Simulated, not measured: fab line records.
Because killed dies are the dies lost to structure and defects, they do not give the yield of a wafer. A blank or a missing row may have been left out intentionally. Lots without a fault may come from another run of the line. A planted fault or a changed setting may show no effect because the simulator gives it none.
Struck lot and sound lot, side by side :: flow sky130 :: 15 steps out of a route of 708
Sound: wafers L983.2, L983.4, L983.6. Struck: wafer L992.2 (L992.1, L992.3, from the same lot, were not struck and are left out); the cause is given at the end.
Each step with rows lists, per side, the tool, then ch with its chambers, then its first start. Under that, the readings that differ: sound wafers :: struck wafers :: difference of the means :: sigmas: that difference in standard deviations of wafers without a fault.
alike: readings whose means differ by less than 2 such deviations, and words and numbers that are the same on both sides. not compared: withheld readings, readings that some wafer has no value for, bounds like >300 that may hide the same value, and numbers for which the record gives no deviation and whose values overlap.
The two part at a step that has a row with sigmas, a row that says differs or no value, or rows on one side only. When numbers do not overlap yet have no deviation, they are printed without sigmas and do not part them. Lack of a reading on every wafer of one side parts them only where that side has two or more wafers.

SKY_LI_CONTACT_CD_MEAS_12 targets a cd of 170 nm.
  sound on cdSem-01, day 30 08:07; struck on cdSem-02, day 33 07:07
  alike: cdNm
SKY_LI_CONTACT_OVL_MEAS_13:
  sound on overlay-02, day 30 08:13; struck on overlay-02, day 33 07:14
reading: LI_CONTACT_OVL (nm)
sound: 5 7 6
struck: -13
difference: -19
sigmas: -3
SKY_LI_CONTACT_ETCH_14: etches BARC in N2/H2, stops on SiO2, time 45.9 s, target depth 60 nm.
  sound on rieDiel-01 ch 2,3, day 30 08:14; struck on rieDiel-03 ch 0, day 33 07:16
  alike: drypumpMotorCurrentA, h2FlowSccm, oesProductAu, throttleValvePct
  not compared: rfHoursCounterH
SKY_LI_CONTACT_ETCH_15: etches PSG in C4F8/O2/Ar, stops on Si, target depth 600 nm.
  sound on rieDiel-01 ch 2,3, day 30 08:17; struck on rieDiel-03 ch 0, day 33 07:19
  alike: oesProductAu
SKY_LI_CONTACT_STRIP_16: strips in O2/N2.
  sound on plasmaAsher-02 ch 0,1, day 30 08:22; struck on plasmaAsher-01 ch 1, day 33 07:23
reading: drypumpMotorCurrentA (A)
sound: 6.4 6.4 5.8
struck: 5.0
difference: -1.2
sigmas: -2
  alike: oesProductAu, stripTimeToEndpointS
  not compared: rfHoursCounterH
then, 4 steps without rows for these wafers: SKY_LI_CONTACT_CLEAN_17 (cleans in NMP, time 600 s); SKY_LI_CONTACT_PRE_CLEAN_18 (time 5.6 s); SKY_LI_CONTACT_SPUTTER_19 (material Ti, target thk 20 nm, time 106.37 s); SKY_LI_CONTACT_SPUTTER_20 (material TiN, target thk 20 nm, time 80 s).
SKY_LI_CONTACT_CVD_21: deposits W, target thk 400 nm, time 120.56 s.
  sound on cvdW-01 ch 0,1, day 30 08:49; struck on cvdW-02 ch 1, day 33 07:49
  alike: heaterPowerW
SKY_LI_CONTACT_RS_MEAS_22: a four-point-probe measurement.
  sound on filmMetro-02, day 30 08:58; struck on filmMetro-02, day 33 07:57
  alike: LI_CONTACT_W_RS
SKY_LI_CONTACT_THK_MEAS_23: measures by xrf.
  sound on filmMetro-02, day 30 09:04; struck on filmMetro-02, day 33 08:04
reading: LI_CONTACT_W_THK (nm)
sound: 413 403 402
struck: 418
difference: +12
sigmas: +2
SKY_LI_CONTACT_CMP_24: polishes, stops on PSG, t overpolish 20 s, target thk 0 nm.
  sound on cmp-02 ch 0,2, day 30 09:10; struck on cmp-01 ch 2, day 33 08:08
reading: overpolishRunS (s)
sound: 19.996 19.996 20.009
struck: 16.846
difference: -3.154
sigmas: -99 or more

reading: tOverpolishS (s)
sound: 20 20 20
struck: 16.847
difference: -3.153
sigmas: 
  alike: headPressurePsi, motorCurrentA, timeToEndpointS
SKY_LOCAL_INTERCONNECT_SPUTTER_00: material TiN, target thk 100 nm, time 79.57 s.
  sound on pvdSputter-03, day 30 09:25; struck on pvdSputter-03, day 33 08:26
  alike: cathodeDcPowerW, throttleValvePct
after that, 1 step had no rows for these wafers: SKY_PAD_OPEN_PROBE_99.

WHERE THEY PART
At SKY_LI_CONTACT_OVL_MEAS_13 first; at SKY_LI_CONTACT_CMP_24 last (within this record only). Later steps at which nothing parts them and some readings are alike: SKY_LOCAL_INTERCONNECT_SPUTTER_00.

WHY: what had been put in by the simulator
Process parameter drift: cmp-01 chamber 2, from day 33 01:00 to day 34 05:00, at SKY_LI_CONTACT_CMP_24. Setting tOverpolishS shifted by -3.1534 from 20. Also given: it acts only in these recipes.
